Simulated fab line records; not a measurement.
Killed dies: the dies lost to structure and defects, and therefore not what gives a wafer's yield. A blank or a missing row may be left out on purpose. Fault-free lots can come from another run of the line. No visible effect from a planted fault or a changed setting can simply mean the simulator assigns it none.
Which tool did it? || flow sfq-line || 15 lots, 45 wafers sampled, at 6 steps of a route of 325

## WHAT THE GAUGES READ, wafer by wafer
SFQ_M6_RS_MEAS_938: the measuring method here is four-point-probe.
{"lot": "L662", "measured": "day 69 21:29", "on": "film-metro-03", "M6_NB_RS (ohm/sq)": "0.879 0.875 0.877"}
{"lot": "L663", "measured": "day 70 09:37", "on": "film-metro-03", "M6_NB_RS (ohm/sq)": "0.893 0.886 0.891"}
{"lot": "L664", "measured": "day 72 20:14", "on": "film-metro-01", "M6_NB_RS (ohm/sq)": "0.882 0.891 0.896"}
{"lot": "L665", "measured": "day 74 00:43", "on": "film-metro-03", "M6_NB_RS (ohm/sq)": "0.881 0.880 0.882"}
{"lot": "L666", "measured": "day 74 05:37", "on": "film-metro-02", "M6_NB_RS (ohm/sq)": "0.877 0.880 0.876"}
{"lot": "L668", "measured": "day 75 03:14", "on": "film-metro-03", "M6_NB_RS (ohm/sq)": "0.892 0.894 0.891"}
{"lot": "L670", "measured": "day 75 10:37", "on": "film-metro-03", "M6_NB_RS (ohm/sq)": "0.885 0.885 0.896"}
{"lot": "L671", "measured": "day 75 19:07", "on": "film-metro-01", "M6_NB_RS (ohm/sq)": "0.884 0.892 0.899"}
{"lot": "L673", "measured": "day 76 14:26", "on": "film-metro-02", "M6_NB_RS (ohm/sq)": "0.909 0.915 0.913"}
{"lot": "L676", "measured": "day 77 05:26", "on": "film-metro-02", "M6_NB_RS (ohm/sq)": "0.906 0.884 0.904"}
{"lot": "L679", "measured": "day 77 19:22", "on": "film-metro-03", "M6_NB_RS (ohm/sq)": "0.890 0.893 0.893"}
{"lot": "L680", "measured": "day 78 04:31", "on": "film-metro-01", "M6_NB_RS (ohm/sq)": "0.884 0.882 0.882"}
{"lot": "L682", "measured": "day 78 18:20", "on": "film-metro-03", "M6_NB_RS (ohm/sq)": "0.878 0.876 0.882"}
{"lot": "L684", "measured": "day 79 07:42", "on": "film-metro-01", "M6_NB_RS (ohm/sq)": "0.899 0.895 0.886"}
{"lot": "L685", "measured": "day 79 11:07", "on": "film-metro-02", "M6_NB_RS (ohm/sq)": "0.899 0.898 0.910"}

SFQ_M8_RS_MEAS_949: the measuring method here is four-point-probe.
{"lot": "L662", "measured": "day 83 04:02", "on": "film-metro-01", "M8_AU_RS (ohm/sq)": "0.1509 0.1476 0.1523"}
{"lot": "L663", "measured": "day 84 05:14", "on": "film-metro-03", "M8_AU_RS (ohm/sq)": "0.1528 0.1533 0.1530"}
{"lot": "L664", "measured": "day 84 07:41", "on": "film-metro-01", "M8_AU_RS (ohm/sq)": "0.1508 0.1549 0.1546"}
{"lot": "L665", "measured": "day 84 12:35", "on": "film-metro-03", "M8_AU_RS (ohm/sq)": "0.1543 0.1533 0.1525"}
{"lot": "L666", "measured": "day 85 01:06", "on": "film-metro-01", "M8_AU_RS (ohm/sq)": "0.1521 0.1559 0.1547"}
{"lot": "L668", "measured": "day 85 05:55", "on": "film-metro-02", "M8_AU_RS (ohm/sq)": "0.1532 0.1518 0.1517"}
{"lot": "L670", "measured": "day 85 11:54", "on": "film-metro-01", "M8_AU_RS (ohm/sq)": "0.1539 0.1559 0.1517"}
{"lot": "L671", "measured": "day 85 14:09", "on": "film-metro-03", "M8_AU_RS (ohm/sq)": "0.1528 0.1524 0.1531"}
{"lot": "L673", "measured": "day 89 13:33", "on": "film-metro-03", "M8_AU_RS (ohm/sq)": "0.1547 0.1577 0.1575"}
{"lot": "L676", "measured": "day 90 00:31", "on": "film-metro-02", "M8_AU_RS (ohm/sq)": "0.1555 0.1540 0.1572"}
{"lot": "L679", "measured": "day 91 15:52", "on": "film-metro-01", "M8_AU_RS (ohm/sq)": "0.1534 0.1531 0.1543"}
{"lot": "L680", "measured": "day 91 17:04", "on": "film-metro-02", "M8_AU_RS (ohm/sq)": "0.1272 0.1547 0.1536 0.1274 0.1546 0.1534"}
{"lot": "L682", "measured": "day 91 19:29", "on": "film-metro-01", "M8_AU_RS (ohm/sq)": "0.1510 0.1507 0.1245 0.1509 0.1508 0.1241"}
{"lot": "L684", "measured": "day 91 21:52", "on": "film-metro-03", "M8_AU_RS (ohm/sq)": "0.1270 0.1536 0.1544 0.1267 0.1541 0.1542"}
{"lot": "L685", "measured": "day 91 23:04", "on": "film-metro-01", "M8_AU_RS (ohm/sq)": "0.1523 0.1505 0.1503"}

SFQ_M8_THK_MEAS_950: measures by xrf.
{"lot": "L662", "measured": "day 83 04:10", "on": "film-metro-01", "M8_AU_THK (nm)": "182.1 187.0 180.4"}
{"lot": "L663", "measured": "day 84 05:22", "on": "film-metro-03", "M8_AU_THK (nm)": "180.7 181.3 180.0"}
{"lot": "L664", "measured": "day 84 07:47", "on": "film-metro-01", "M8_AU_THK (nm)": "182.1 177.5 177.4"}
{"lot": "L665", "measured": "day 84 12:42", "on": "film-metro-03", "M8_AU_THK (nm)": "179.5 181.0 181.5"}
{"lot": "L666", "measured": "day 85 01:13", "on": "film-metro-01", "M8_AU_THK (nm)": "184.0 178.6 180.5"}
{"lot": "L668", "measured": "day 85 06:02", "on": "film-metro-02", "M8_AU_THK (nm)": "181.0 183.3 183.4"}
{"lot": "L670", "measured": "day 85 12:01", "on": "film-metro-01", "M8_AU_THK (nm)": "180.7 178.6 183.3"}
{"lot": "L671", "measured": "day 85 14:16", "on": "film-metro-03", "M8_AU_THK (nm)": "180.5 181.3 180.7"}
{"lot": "L673", "measured": "day 89 13:40", "on": "film-metro-03", "M8_AU_THK (nm)": "179.7 177.1 176.4"}
{"lot": "L676", "measured": "day 90 00:38", "on": "film-metro-02", "M8_AU_THK (nm)": "178.1 179.6 176.9"}
{"lot": "L679", "measured": "day 91 15:59", "on": "film-metro-01", "M8_AU_THK (nm)": "178.9 178.6 177.1"}
{"lot": "L680", "measured": "day 91 21:03", "on": "film-metro-02", "M8_AU_THK (nm)": "216.4 179.1 180.7 216.4 179.9 180.9"}
{"lot": "L682", "measured": "day 92 00:56", "on": "film-metro-01", "M8_AU_THK (nm)": "182.3 183.2 221.6 182.8 183.6 221.8"}
{"lot": "L684", "measured": "day 92 02:23", "on": "film-metro-03", "M8_AU_THK (nm)": "219.4 181.0 181.2 219.8 181.2 181.0"}
{"lot": "L685", "measured": "day 91 23:11", "on": "film-metro-01", "M8_AU_THK (nm)": "179.7 182.2 183.0"}

## WHAT TOOL EACH LOT RAN ON (gives the tool, then ch and the chambers of the sampled wafers, and finally the start)
{"lot": "L662", "SFQ_TRILAYER_M6_STRIP_STRIP_163": "rie-metal-02 ch 0,1, day 73 08:49", "SFQ_TRILAYER_I7_VIA_STRIP_STRIP_191": "rie-metal-01 ch 0,1, day 79 06:49", "SFQ_TRILAYER_M8_DEP_EVAP_196": "pvd-sputter-01, day 83 03:31"}
{"lot": "L663", "SFQ_TRILAYER_M6_STRIP_STRIP_163": "rie-metal-03 ch 0,1, day 74 00:59", "SFQ_TRILAYER_I7_VIA_STRIP_STRIP_191": "rie-metal-04 ch 1, day 79 22:25", "SFQ_TRILAYER_M8_DEP_EVAP_196": "pvd-sputter-02, day 84 04:43"}
{"lot": "L664", "SFQ_TRILAYER_M6_STRIP_STRIP_163": "rie-metal-02 ch 0,1, day 74 02:23", "SFQ_TRILAYER_I7_VIA_STRIP_STRIP_191": "rie-metal-01 ch 0,1, day 79 23:49", "SFQ_TRILAYER_M8_DEP_EVAP_196": "pvd-sputter-01, day 84 07:07"}
{"lot": "L665", "SFQ_TRILAYER_M6_STRIP_STRIP_163": "rie-metal-03 ch 0,1, day 74 03:23", "SFQ_TRILAYER_I7_VIA_STRIP_STRIP_191": "rie-metal-04 ch 0,1, day 80 02:01", "SFQ_TRILAYER_M8_DEP_EVAP_196": "pvd-sputter-02, day 84 12:03"}
{"lot": "L666", "SFQ_TRILAYER_M6_STRIP_STRIP_163": "rie-metal-01 ch 0,1, day 75 12:19", "SFQ_TRILAYER_I7_VIA_STRIP_STRIP_191": "rie-metal-02 ch 0, day 80 16:25", "SFQ_TRILAYER_M8_DEP_EVAP_196": "pvd-sputter-01, day 85 00:35"}
{"lot": "L668", "SFQ_TRILAYER_M6_STRIP_STRIP_163": "rie-metal-02 ch 0,1, day 75 14:43", "SFQ_TRILAYER_I7_VIA_STRIP_STRIP_191": "rie-metal-04 ch 0,1, day 80 21:13", "SFQ_TRILAYER_M8_DEP_EVAP_196": "pvd-sputter-01, day 85 05:23"}
{"lot": "L670", "SFQ_TRILAYER_M6_STRIP_STRIP_163": "rie-metal-03 ch 0,1, day 75 17:07", "SFQ_TRILAYER_I7_VIA_STRIP_STRIP_191": "rie-metal-02 ch 0,1, day 81 00:49", "SFQ_TRILAYER_M8_DEP_EVAP_196": "pvd-sputter-01, day 85 11:23"}
{"lot": "L671", "SFQ_TRILAYER_M6_STRIP_STRIP_163": "rie-metal-01 ch 0,1, day 75 21:46", "SFQ_TRILAYER_I7_VIA_STRIP_STRIP_191": "rie-metal-01 ch 1, day 81 02:01", "SFQ_TRILAYER_M8_DEP_EVAP_196": "pvd-sputter-02, day 85 13:38"}
{"lot": "L673", "SFQ_TRILAYER_M6_STRIP_STRIP_163": "rie-metal-02 ch 0,1, day 77 16:16", "SFQ_TRILAYER_I7_VIA_STRIP_STRIP_191": "rie-metal-02 ch 0,1, day 86 04:34", "SFQ_TRILAYER_M8_DEP_EVAP_196": "pvd-sputter-01, day 89 13:02"}
{"lot": "L676", "SFQ_TRILAYER_M6_STRIP_STRIP_163": "rie-metal-01 ch 0,1, day 78 06:05", "SFQ_TRILAYER_I7_VIA_STRIP_STRIP_191": "rie-metal-02 ch 0,1, day 89 20:10", "SFQ_TRILAYER_M8_DEP_EVAP_196": "pvd-sputter-01, day 89 23:59"}
{"lot": "L679", "SFQ_TRILAYER_M6_STRIP_STRIP_163": "rie-metal-01 ch 0,1, day 78 14:56", "SFQ_TRILAYER_I7_VIA_STRIP_STRIP_191": "rie-metal-02 ch 0,1, day 90 08:17", "SFQ_TRILAYER_M8_DEP_EVAP_196": "pvd-sputter-02, day 91 15:21"}
{"lot": "L680", "SFQ_TRILAYER_M6_STRIP_STRIP_163": "rie-metal-01 ch 0,1, day 78 19:17", "SFQ_TRILAYER_I7_VIA_STRIP_STRIP_191": "rie-metal-04 ch 0, day 90 09:29", "SFQ_TRILAYER_M8_DEP_EVAP_196": "pvd-sputter-01, day 91 16:33"}
{"lot": "L682", "SFQ_TRILAYER_M6_STRIP_STRIP_163": "rie-metal-03 ch 1, day 79 02:29", "SFQ_TRILAYER_I7_VIA_STRIP_STRIP_191": "rie-metal-02 ch 0,1, day 91 01:05", "SFQ_TRILAYER_M8_DEP_EVAP_196": "pvd-sputter-01, day 91 18:57"}
{"lot": "L684", "SFQ_TRILAYER_M6_STRIP_STRIP_163": "rie-metal-02 ch 0,1, day 79 21:14", "SFQ_TRILAYER_I7_VIA_STRIP_STRIP_191": "rie-metal-01 ch 0,1, day 91 16:48", "SFQ_TRILAYER_M8_DEP_EVAP_196": "pvd-sputter-01, day 91 21:21"}
{"lot": "L685", "SFQ_TRILAYER_M6_STRIP_STRIP_163": "rie-metal-03 ch 0,1, day 80 00:50", "SFQ_TRILAYER_I7_VIA_STRIP_STRIP_191": "rie-metal-02 ch 0,1, day 91 18:07", "SFQ_TRILAYER_M8_DEP_EVAP_196": "pvd-sputter-02, day 91 22:33"}
- SFQ_TRILAYER_M6_STRIP_STRIP_163: strips in O2.
- SFQ_TRILAYER_I7_VIA_STRIP_STRIP_191: strips in O2.
- SFQ_TRILAYER_M8_DEP_EVAP_196: material Au, target thk 180 nm, time 900 s.

## AS READ BY THE TOOLS THEMSELVES (means over the sampled wafers that have a number; for cases with no such wafer, the mark the record gives instead)
SFQ_TRILAYER_M6_STRIP_STRIP_163.
{"lot": "L662", "tool": "rie-metal-02", "drypump-motor-current-A (A)": 5.1, "he-backside-leak-sccm (sccm)": 3.42, "oes-product-au (a.u.)": 0.993}
{"lot": "L663", "tool": "rie-metal-03", "drypump-motor-current-A (A)": 5.4, "he-backside-leak-sccm (sccm)": 3.32, "oes-product-au (a.u.)": 1.007}
{"lot": "L664", "tool": "rie-metal-02", "drypump-motor-current-A (A)": 5.5, "he-backside-leak-sccm (sccm)": 3.54, "oes-product-au (a.u.)": 1.011}
{"lot": "L665", "tool": "rie-metal-03", "drypump-motor-current-A (A)": 5.2, "he-backside-leak-sccm (sccm)": 3.51, "oes-product-au (a.u.)": 0.999}
{"lot": "L666", "tool": "rie-metal-01", "drypump-motor-current-A (A)": 5.3, "he-backside-leak-sccm (sccm)": 3.65, "oes-product-au (a.u.)": 1.007}
{"lot": "L668", "tool": "rie-metal-02", "drypump-motor-current-A (A)": 5.1, "he-backside-leak-sccm (sccm)": 3.55, "oes-product-au (a.u.)": 1.011}
{"lot": "L670", "tool": "rie-metal-03", "drypump-motor-current-A (A)": 5.4, "he-backside-leak-sccm (sccm)": 3.39, "oes-product-au (a.u.)": 1.000}
{"lot": "L671", "tool": "rie-metal-01", "drypump-motor-current-A (A)": 5.3, "he-backside-leak-sccm (sccm)": 3.68, "oes-product-au (a.u.)": 1.006}
{"lot": "L673", "tool": "rie-metal-02", "drypump-motor-current-A (A)": 5.1, "he-backside-leak-sccm (sccm)": 3.44, "oes-product-au (a.u.)": 1.005}
{"lot": "L676", "tool": "rie-metal-01", "drypump-motor-current-A (A)": 5.3, "he-backside-leak-sccm (sccm)": 3.53, "oes-product-au (a.u.)": 1.001}
{"lot": "L679", "tool": "rie-metal-01", "drypump-motor-current-A (A)": 5.5, "he-backside-leak-sccm (sccm)": 3.63, "oes-product-au (a.u.)": 1.002}
{"lot": "L680", "tool": "rie-metal-01", "drypump-motor-current-A (A)": 5.5, "he-backside-leak-sccm (sccm)": 3.73, "oes-product-au (a.u.)": 1.005}
{"lot": "L682", "tool": "rie-metal-03", "drypump-motor-current-A (A)": 4.9, "he-backside-leak-sccm (sccm)": 3.48, "oes-product-au (a.u.)": 0.998}
{"lot": "L684", "tool": "rie-metal-02", "drypump-motor-current-A (A)": 5.5, "he-backside-leak-sccm (sccm)": 3.52, "oes-product-au (a.u.)": 1.007}
{"lot": "L685", "tool": "rie-metal-03", "drypump-motor-current-A (A)": 5.4, "he-backside-leak-sccm (sccm)": 3.22, "oes-product-au (a.u.)": 0.997}

SFQ_TRILAYER_I7_VIA_STRIP_STRIP_191.
{"lot": "L662", "tool": "rie-metal-01", "drypump-motor-current-A (A)": 5.3, "he-backside-leak-sccm (sccm)": 3.62, "oes-product-au (a.u.)": 1.003}
{"lot": "L663", "tool": "rie-metal-04", "drypump-motor-current-A (A)": 6.2, "he-backside-leak-sccm (sccm)": 3.41, "oes-product-au (a.u.)": 1.006}
{"lot": "L664", "tool": "rie-metal-01", "drypump-motor-current-A (A)": 5.3, "he-backside-leak-sccm (sccm)": 3.68, "oes-product-au (a.u.)": 0.989}
{"lot": "L665", "tool": "rie-metal-04", "drypump-motor-current-A (A)": 5.8, "he-backside-leak-sccm (sccm)": 3.52, "oes-product-au (a.u.)": 0.995}
{"lot": "L666", "tool": "rie-metal-02", "drypump-motor-current-A (A)": 5.8, "he-backside-leak-sccm (sccm)": 3.69, "oes-product-au (a.u.)": 1.024}
{"lot": "L668", "tool": "rie-metal-04", "drypump-motor-current-A (A)": 5.8, "he-backside-leak-sccm (sccm)": 3.42, "oes-product-au (a.u.)": 1.009}
{"lot": "L670", "tool": "rie-metal-02", "drypump-motor-current-A (A)": 5.5, "he-backside-leak-sccm (sccm)": 3.66, "oes-product-au (a.u.)": 1.010}
{"lot": "L671", "tool": "rie-metal-01", "drypump-motor-current-A (A)": 5.0, "he-backside-leak-sccm (sccm)": 3.56, "oes-product-au (a.u.)": 0.997}
{"lot": "L673", "tool": "rie-metal-02", "drypump-motor-current-A (A)": 5.1, "he-backside-leak-sccm (sccm)": 3.42, "oes-product-au (a.u.)": 0.990}
{"lot": "L676", "tool": "rie-metal-02", "drypump-motor-current-A (A)": 5.1, "he-backside-leak-sccm (sccm)": 3.50, "oes-product-au (a.u.)": 0.996}
{"lot": "L679", "tool": "rie-metal-02", "drypump-motor-current-A (A)": 5.1, "he-backside-leak-sccm (sccm)": 3.48, "oes-product-au (a.u.)": 0.997}
{"lot": "L680", "tool": "rie-metal-04", "drypump-motor-current-A (A)": 5.0, "he-backside-leak-sccm (sccm)": 3.11, "oes-product-au (a.u.)": 0.995}
{"lot": "L682", "tool": "rie-metal-02", "drypump-motor-current-A (A)": 5.5, "he-backside-leak-sccm (sccm)": 3.63, "oes-product-au (a.u.)": 1.002}
{"lot": "L684", "tool": "rie-metal-01", "drypump-motor-current-A (A)": 5.6, "he-backside-leak-sccm (sccm)": 3.12, "oes-product-au (a.u.)": 1.007}
{"lot": "L685", "tool": "rie-metal-02", "drypump-motor-current-A (A)": 5.5, "he-backside-leak-sccm (sccm)": 3.68, "oes-product-au (a.u.)": 1.011}

## THE ANSWER, worked out from the rows above alone
Rule: usual is defined by the lots themselves. Put in order of their means at a reading, lots are off if they are a third of the lots or fewer, leave a main group of 4 or more, and stand apart from it by a gap of 3 or more times the standard deviation of the main group's means; of several such gaps the widest counts. A main group is skipped when, at the precision printed for the reading in the tables above, its means are all equal. A lot without any number at a reading at which 4 lots or more have one is off too. All remaining lots with rows at the step are treated as sound. The gauges are gone through in route order, then the tools' own readings, and for those a lot's mean is taken as printed above. At the first step where some lot is off, the reading lying furthest off is the one used; lots without a number count as furthest.
Off: L680, L682, L684, seen at SFQ_M8_RS_MEAS_949 (M8_AU_RS). Mean 0.1533 ohm/sq and standard deviation 0.0017 in the main group.
A tool fits if, at a process step before that reading, it ran every lot that is off, and no sound lot after the first of them. The gauges at SFQ_M8_RS_MEAS_949 are tried like those tools. One candidate fits, namely pvd-sputter-01 at SFQ_TRILAYER_M8_DEP_EVAP_196. A fault onset in the window from L676 (day 89 23:59, its last sound lot) to L680 (day 91 16:33, its first lot off) fits.

## WHAT THE SIMULATOR HAD PUT IN
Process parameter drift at SFQ_TRILAYER_M8_DEP_EVAP_196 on pvd-sputter-01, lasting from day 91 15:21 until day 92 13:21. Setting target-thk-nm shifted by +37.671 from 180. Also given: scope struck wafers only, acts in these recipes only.
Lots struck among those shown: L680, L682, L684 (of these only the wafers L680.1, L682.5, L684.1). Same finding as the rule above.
